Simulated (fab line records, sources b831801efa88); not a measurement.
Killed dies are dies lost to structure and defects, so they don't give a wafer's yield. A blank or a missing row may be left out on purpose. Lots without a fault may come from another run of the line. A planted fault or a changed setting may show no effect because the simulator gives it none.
Which tool did it? | flow gf180mcu | 24 lots, 72 wafers sampled, at 6 steps of a route of 602

WHAT THE GAUGES READ, wafer by wafer
GF_V2_OVL_MEAS_15. Usual: V2_OVL -4 nm, standard deviation 5.8.
lot  | measured     | on         | V2_OVL (nm) | flag
L074 | day 20 06:27 | overlay-02 | -5 0 -3     |
L075 | day 20 16:13 | overlay-01 | -11 -12 -6  |
L076 | day 20 21:22 | overlay-02 | -4 -2 -7    |
L077 | day 21 10:22 | overlay-02 | -8 -7 -13   |
L078 | day 21 15:07 | overlay-02 | -6 -10 -5   |
L079 | day 22 02:35 | overlay-01 | 5 6 -7      |
L080 | day 22 17:01 | overlay-02 | -7 -10 -11  |
L081 | day 22 20:26 | overlay-02 | -8 -10 -10  |
L082 | day 23 06:56 | overlay-02 | -9 -13 -5   |
L083 | day 23 12:46 | overlay-02 | 1 -5 1      |
L084 | day 24 01:04 | overlay-01 | 12 6 -6     |
L085 | day 24 07:01 | overlay-02 | 1 -4 6      |
L086 | day 24 19:26 | overlay-01 | 0 -8 -10    |
L087 | day 25 08:41 | overlay-02 | -4 -4 -8    |
L088 | day 25 18:13 | overlay-02 | -2 3 -8     |
L089 | day 25 22:44 | overlay-02 | -2 3 -8     |
L090 | day 26 03:38 | overlay-01 | 0 -9 0      |
L091 | day 26 07:46 | overlay-02 | -5 -7 -8    |
L092 | day 26 19:49 | overlay-02 | 1 -9 -15    |
L093 | day 26 23:42 | overlay-02 | 4 2 -6      |
L094 | day 27 06:31 | overlay-01 | -5 -5 -6    |
L095 | day 27 11:11 | overlay-01 | 4 -6 -6     |
L096 | day 27 12:43 | overlay-02 | 1 -8 -12    |
L097 | day 27 23:34 | overlay-01 | -3 -7 -6    |

GF_M5_CD_MEAS_07: target cd 280 nm. Usual: cd_nm 279.3 nm, standard deviation 1.3.
lot  | measured     | on        | cd_nm (nm)        | flag
L074 | day 26 07:43 | cd_sem-01 | 278.8 278.6 279.7 |
L075 | day 26 16:03 | cd_sem-01 | 281.0 281.6 280.6 |
L076 | day 26 19:07 | cd_sem-01 | 279.3 278.2 278.0 |
L077 | day 27 05:55 | cd_sem-02 | 276.2 276.9 276.9 |
L078 | day 27 11:40 | cd_sem-02 | 277.9 278.0 278.8 |
L079 | day 27 21:33 | cd_sem-02 | 280.1 280.0 279.3 |
L080 | day 28 09:37 | cd_sem-01 | 279.0 279.6 279.8 |
L081 | day 28 12:38 | cd_sem-01 | 278.6 276.5 278.1 |
L082 | day 28 21:13 | cd_sem-01 | 279.1 278.5 278.9 |
L083 | day 29 03:19 | cd_sem-01 | 280.8 279.2 280.9 |
L084 | day 29 13:02 | cd_sem-01 | 279.9 279.8 280.1 |
L085 | day 29 18:13 | cd_sem-01 | 280.6 281.3 280.7 |
L086 | day 30 04:10 | cd_sem-01 | 280.8 280.5 280.3 |
L087 | day 30 15:59 | cd_sem-01 | 280.3 281.0 282.0 |
L088 | day 31 00:20 | cd_sem-01 | 279.1 279.9 278.7 |
L089 | day 31 03:40 | cd_sem-01 | 281.3 281.0 280.9 |
L090 | day 31 08:29 | cd_sem-02 | 277.9 280.2 278.8 |
L091 | day 31 10:53 | cd_sem-02 | 280.5 279.5 278.6 |
L092 | day 31 20:41 | cd_sem-02 | 276.6 278.1 277.8 |
L093 | day 32 00:03 | cd_sem-01 | 279.4 280.0 279.4 |
L094 | day 32 05:56 | cd_sem-01 | 279.5 278.6 278.4 |
L095 | day 32 09:55 | cd_sem-01 | 276.3 278.3 278.6 |
L096 | day 32 10:22 | cd_sem-01 | 278.2 279.8 278.2 |
L097 | day 32 19:20 | cd_sem-01 | 278.9 279.4 278.7 |

GF_TOP_METAL_CD_MEAS_14: target cd 440 nm. Usual: cd_nm 439.8 nm, standard deviation 2.
lot  | measured     | on        | cd_nm (nm)        | flag
L074 | day 28 03:21 | cd_sem-01 | 439.4 439.7 440.9 |
L075 | day 28 11:36 | cd_sem-01 | 440.9 440.6 440.2 |
L076 | day 28 14:04 | cd_sem-01 | 438.9 438.4 437.7 |
L077 | day 29 00:49 | cd_sem-01 | 440.6 442.3 440.1 |
L078 | day 29 06:17 | cd_sem-01 | 440.3 440.7 440.0 |
L079 | day 29 15:35 | cd_sem-01 | 442.2 440.3 441.8 |
L080 | day 30 03:16 | cd_sem-01 | 443.5 443.5 441.7 |
L081 | day 30 06:26 | cd_sem-02 | 436.0 437.3 436.5 |
L082 | day 30 14:13 | cd_sem-02 | 439.2 439.4 437.2 |
L083 | day 30 18:37 | cd_sem-01 | 440.2 440.2 439.3 |
L084 | day 31 04:53 | cd_sem-01 | 439.8 439.3 440.2 |
L085 | day 31 09:20 | cd_sem-01 | 440.5 443.1 441.1 |
L086 | day 31 19:17 | cd_sem-01 | 437.6 437.1 437.3 |
L087 | day 32 05:58 | cd_sem-02 | 441.4 440.8 442.7 |
L088 | day 32 13:17 | cd_sem-02 | 439.6 439.9 440.7 |
L089 | day 32 16:49 | cd_sem-02 | 438.3 437.6 435.8 |
L090 | day 32 21:32 | cd_sem-02 | 443.6 441.1 442.5 |
L091 | day 32 23:47 | cd_sem-02 | 440.6 440.8 441.8 |
L092 | day 33 07:34 | cd_sem-01 | 437.6 437.0 436.5 |
L093 | day 33 11:20 | cd_sem-02 | 436.7 436.9 436.2 |
L094 | day 33 18:04 | cd_sem-01 | 441.8 441.3 441.7 |
L095 | day 33 22:07 | cd_sem-01 | 438.6 438.2 434.8 |
L096 | day 33 22:28 | cd_sem-01 | 440.4 441.4 441.5 |
L097 | day 34 04:59 | cd_sem-02 | 439.0 439.7 437.3 |

WHICH TOOL RAN EACH LOT (tool, then ch and the chambers of the sampled wafers, then the start)
lot  | GF_CONTACT_CVD_24             | GF_V4_SPUTTER_21             | GF_MIM_SPUTTER_07
L074 | cvd_w-01 ch 0,1, day 16 01:37 | pvd_sputter-01, day 24 11:16 | pvd_sputter-04, day 24 12:16
L075 | cvd_w-02 ch 0,1, day 16 13:08 | pvd_sputter-04, day 24 19:26 | pvd_sputter-03, day 24 20:26
L076 | cvd_w-01 ch 0,1, day 16 17:35 | pvd_sputter-01, day 24 23:53 | pvd_sputter-02, day 25 00:53
L077 | cvd_w-02 ch 1, day 17 05:11   | pvd_sputter-03, day 25 11:16 | pvd_sputter-03, day 25 12:17
L078 | cvd_w-01 ch 0, day 17 09:24   | pvd_sputter-01, day 25 16:49 | pvd_sputter-04, day 25 17:49
L079 | cvd_w-01 ch 0,1, day 17 21:07 | pvd_sputter-04, day 26 03:06 | pvd_sputter-04, day 26 04:07
L080 | cvd_w-01 ch 0,1, day 18 11:41 | pvd_sputter-01, day 26 16:16 | pvd_sputter-02, day 26 17:17
L081 | cvd_w-02 ch 0,1, day 18 16:04 | pvd_sputter-01, day 26 19:48 | pvd_sputter-04, day 26 20:49
L082 | cvd_w-01 ch 0,1, day 19 03:59 | pvd_sputter-03, day 27 03:53 | pvd_sputter-03, day 27 04:54
L083 | cvd_w-01 ch 0,1, day 19 10:01 | pvd_sputter-01, day 27 10:26 | pvd_sputter-02, day 27 11:27
L084 | cvd_w-01 ch 0,1, day 19 21:11 | pvd_sputter-03, day 27 21:03 | pvd_sputter-04, day 27 22:04
L085 | cvd_w-02 ch 0,1, day 20 05:17 | pvd_sputter-04, day 28 02:41 | pvd_sputter-04, day 28 03:41
L086 | cvd_w-01 ch 0,1, day 20 18:04 | pvd_sputter-01, day 28 13:49 | pvd_sputter-02, day 28 14:50
L087 | cvd_w-02 ch 1, day 21 07:01   | pvd_sputter-03, day 29 01:03 | pvd_sputter-04, day 29 02:04
L088 | cvd_w-02 ch 0, day 21 18:28   | pvd_sputter-01, day 29 10:55 | pvd_sputter-02, day 29 11:55
L089 | cvd_w-02 ch 0,1, day 22 00:05 | pvd_sputter-03, day 29 13:30 | pvd_sputter-03, day 29 14:31
L090 | cvd_w-01 ch 0, day 22 04:48   | pvd_sputter-03, day 29 18:15 | pvd_sputter-03, day 29 19:16
L091 | cvd_w-02 ch 0,1, day 22 09:34 | pvd_sputter-04, day 29 21:36 | pvd_sputter-04, day 29 22:37
L092 | cvd_w-01 ch 0,1, day 22 23:25 | pvd_sputter-03, day 30 07:58 | pvd_sputter-04, day 30 08:58
L093 | cvd_w-02 ch 0,1, day 23 02:42 | pvd_sputter-01, day 30 10:56 | pvd_sputter-03, day 30 11:56
L094 | cvd_w-02 ch 0,1, day 23 11:28 | pvd_sputter-01, day 30 17:58 | pvd_sputter-02, day 30 19:05
L095 | cvd_w-01 ch 0,1, day 23 15:49 | pvd_sputter-01, day 30 22:20 | pvd_sputter-03, day 30 23:27
L096 | cvd_w-01 ch 0,1, day 23 18:16 | pvd_sputter-04, day 30 23:19 | pvd_sputter-04, day 31 00:19
L097 | cvd_w-01 ch 0,1, day 24 04:49 | pvd_sputter-03, day 31 09:02 | pvd_sputter-03, day 31 10:03
- GF_CONTACT_CVD_24: deposits W, target thk 300 nm, time 90.339 s.
- GF_V4_SPUTTER_21: material Ti, target thk 15 nm, time 80.02 s.
- GF_MIM_SPUTTER_07: material TiN, target thk 60 nm, time 50 s.

WHAT THE TOOLS THEMSELVES READ (means of the sampled wafers that have a number; where no wafer has one, the mark that the record gives instead)
GF_CONTACT_CVD_24. Usual: heater_power_w 767 W, standard deviation 70.
lot  | tool     | heater_power_w (W) | flag
L074 | cvd_w-01 | 730                |
L075 | cvd_w-02 | 820                |
L076 | cvd_w-01 | 722                |
L077 | cvd_w-02 | 765                |
L078 | cvd_w-01 | 710                |
L079 | cvd_w-01 | 744                |
L080 | cvd_w-01 | 737                |
L081 | cvd_w-02 | 824                |
L082 | cvd_w-01 | 724                |
L083 | cvd_w-01 | 726                |
L084 | cvd_w-01 | 733                |
L085 | cvd_w-02 | 760                |
L086 | cvd_w-01 | 749                |
L087 | cvd_w-02 | 720                |
L088 | cvd_w-02 | 909                |
L089 | cvd_w-02 | 773                |
L090 | cvd_w-01 | 698                |
L091 | cvd_w-02 | 857                |
L092 | cvd_w-01 | 758                |
L093 | cvd_w-02 | 766                |
L094 | cvd_w-02 | 837                |
L095 | cvd_w-01 | 762                |
L096 | cvd_w-01 | 753                |
L097 | cvd_w-01 | 730                |

GF_V4_SPUTTER_21. Usual: cathode_dc_power_W 2500.0 W, standard deviation 0.45; chamber_pressure_pa 4.998 Pa, standard deviation 0.0098; throttle_valve_pct 30.6 %, standard deviation 0.73.
lot  | tool           | cathode_dc_power_W (W) | chamber_pressure_pa (Pa) | throttle_valve_pct (%) | flag
L074 | pvd_sputter-01 | 2499.6                 | 5.004                    | 31.2                   |
L075 | pvd_sputter-04 | 2500.1                 | 4.999                    | 29.3                   |
L076 | pvd_sputter-01 | 2500.0                 | 4.993                    | 31.0                   |
L077 | pvd_sputter-03 | 2500.1                 | 4.999                    | 30.8                   |
L078 | pvd_sputter-01 | 2499.9                 | 4.995                    | 30.2                   |
L079 | pvd_sputter-04 | 2499.8                 | 4.997                    | 29.7                   |
L080 | pvd_sputter-01 | 2500.3                 | 4.998                    | 31.3                   |
L081 | pvd_sputter-01 | 2499.8                 | 4.995                    | 31.0                   |
L082 | pvd_sputter-03 | 2499.8                 | 5.010                    | 30.6                   |
L083 | pvd_sputter-01 | 2499.6                 | 5.009                    | 31.0                   |
L084 | pvd_sputter-03 | 2500.0                 | 5.011                    | 30.7                   |
L085 | pvd_sputter-04 | 2500.1                 | 4.999                    | 29.8                   |
L086 | pvd_sputter-01 | 2500.1                 | 4.992                    | 31.5                   |
L087 | pvd_sputter-03 | 2499.8                 | 4.999                    | 30.6                   |
L088 | pvd_sputter-01 | 2500.2                 | 5.001                    | 30.9                   |
L089 | pvd_sputter-03 | 2499.5                 | 4.992                    | 30.7                   |
L090 | pvd_sputter-03 | 2500.0                 | 4.995                    | 30.6                   |
L091 | pvd_sputter-04 | 2500.0                 | 4.995                    | 30.0                   |
L092 | pvd_sputter-03 | 2500.3                 | 4.995                    | 30.9                   |
L093 | pvd_sputter-01 | 2499.8                 | 4.999                    | 30.7                   |
L094 | pvd_sputter-01 | 2499.6                 | 4.992                    | 31.3                   |
L095 | pvd_sputter-01 | 2500.0                 | 4.996                    | 30.7                   |
L096 | pvd_sputter-04 | 2500.2                 | 4.995                    | 30.1                   |
L097 | pvd_sputter-03 | 2499.6                 | 5.001                    | 30.5                   |

GF_MIM_SPUTTER_07. Usual: cathode_dc_power_W 6499.9 W, standard deviation 1.2; chamber_pressure_pa 0.4001 Pa, standard deviation 0.00082; throttle_valve_pct 30.3 %, standard deviation 0.8.
lot  | tool           | cathode_dc_power_W (W) | chamber_pressure_pa (Pa) | throttle_valve_pct (%) | flag
L074 | pvd_sputter-04 | 6499.7                 | 0.3998                   | 29.4                   |
L075 | pvd_sputter-03 | 6500.1                 | 0.3996                   | 30.4                   |
L076 | pvd_sputter-02 | 6501.2                 | 0.3991                   | 30.2                   |
L077 | pvd_sputter-03 | 6500.4                 | 0.4005                   | 30.5                   |
L078 | pvd_sputter-04 | 6500.0                 | 0.4002                   | 29.4                   |
L079 | pvd_sputter-04 | 6499.1                 | 0.4007                   | 29.7                   |
L080 | pvd_sputter-02 | 6499.7                 | 0.4008                   | 31.6                   |
L081 | pvd_sputter-04 | 6500.1                 | 0.3999                   | 30.1                   |
L082 | pvd_sputter-03 | 6499.6                 | 0.4003                   | 30.7                   |
L083 | pvd_sputter-02 | 6499.4                 | 0.3990                   | 30.1                   |
L084 | pvd_sputter-04 | 6500.0                 | 0.4002                   | 29.1                   |
L085 | pvd_sputter-04 | 6499.0                 | 0.3998                   | 29.9                   |
L086 | pvd_sputter-02 | 6501.0                 | 0.3998                   | 29.5                   |
L087 | pvd_sputter-04 | 6499.8                 | 0.4000                   | 29.7                   |
L088 | pvd_sputter-02 | 6500.0                 | 0.4001                   | 30.3                   |
L089 | pvd_sputter-03 | 6499.4                 | 0.3998                   | 30.6                   |
L090 | pvd_sputter-03 | 6500.7                 | 0.3999                   | 30.8                   |
L091 | pvd_sputter-04 | 6501.0                 | 0.4005                   | 29.6                   |
L092 | pvd_sputter-04 | 6501.2                 | 0.3998                   | 29.9                   |
L093 | pvd_sputter-03 | 6499.2                 | 0.3999                   | 30.7                   |
L094 | pvd_sputter-02 | 6498.7                 | 0.3998                   | 31.6                   |
L095 | pvd_sputter-03 | 6498.6                 | 0.3999                   | 30.8                   |
L096 | pvd_sputter-04 | 6499.3                 | 0.4003                   | 29.9                   |
L097 | pvd_sputter-03 | 6501.1                 | 0.3995                   | 30.5                   |

THE ANSWER, worked out from the rows above alone
Rule: a lot is off if the mean of its wafers that have a number lies more than 3 standard deviations from the usual mean. A lot without any number at a reading at which 4 lots or more have one is off too. The other lots that the step has rows for count as sound. The gauges are gone through in route order, then the tools' own readings, and for those a lot's mean is taken as printed above. The first step at which some lot is off is used, and at that step the reading that is off furthest; a lot without a number counts as furthest.
No lot is off at any reading shown: from this, nothing can be told.

WHAT THE SIMULATOR HAD PUT IN
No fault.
